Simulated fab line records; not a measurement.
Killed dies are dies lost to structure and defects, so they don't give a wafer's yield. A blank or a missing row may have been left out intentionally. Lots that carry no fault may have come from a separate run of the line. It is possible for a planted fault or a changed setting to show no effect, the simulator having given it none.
The tool behind it: which one? ; flow sfqLine ; at 1 step of a route of 325, 14 lots with 42 wafers sampled

WHAT THE GAUGES SHOWED, per wafer
SFQ_I4_OVL_MEAS_928.
lot;measured;on;I4_OVL (nm)
L687;day 46 21:53;overlay-02;6 11 12
L690;day 53 07:27;overlay-01;-1 -2 -6
L691;day 53 16:13;overlay-02;10 8 11
L692;day 53 22:13;overlay-02;0 5 2
L693;day 53 23:25;overlay-02;0 11 2
L694;day 54 02:10;overlay-01;0 4 5
L695;day 54 10:50;overlay-02;-2 -11 1
L697;day 56 00:01;overlay-02;-1 0 -1
L698;day 56 07:56;overlay-02;8 12 7
L699;day 56 13:30;overlay-02;8 2 -5
L702;day 61 01:07;overlay-01;-3 4 0
L704;day 61 09:46;overlay-01;6 4 3
L708;day 62 19:04;overlay-02;-4 6 -3
L709;day 63 10:30;overlay-01;-1 7 5

WHAT TOOL EACH LOT RAN ON (gives the tool, then ch and the chambers of the sampled wafers, and finally the start)
Before these readings, the record contains no process step.

AS READ BY THE TOOLS THEMSELVES (means over the sampled wafers that have a number; for cases with no such wafer, the mark the record gives instead)
The record holds no such reading with a usual standard deviation.

THE ANSWER, worked out from the rows above alone
Rule: the usual values come from the lots themselves. Put in order of their means at a reading, lots are off if they are a third of the lots or fewer, leave a main group of 4 or more, and stand apart from it by a gap of 3 or more times the standard deviation of the main group's means; of several such gaps the widest counts. A main group whose means are all the same, to the digits that the tables above print for the reading, isn't used. A lot without any number at a reading at which 4 lots or more have one is off too. Where the step has rows for the other lots, those lots are counted as sound. The gauges are gone through in route order, then the tools' own readings, and for those a lot's mean is taken as printed above. At the first step where some lot is off, the reading lying furthest off is the one used; lots without a number count as furthest.
Across all readings shown, no lot is off: no conclusion can be drawn from this.

WHAT THE SIMULATOR HAD INSERTED
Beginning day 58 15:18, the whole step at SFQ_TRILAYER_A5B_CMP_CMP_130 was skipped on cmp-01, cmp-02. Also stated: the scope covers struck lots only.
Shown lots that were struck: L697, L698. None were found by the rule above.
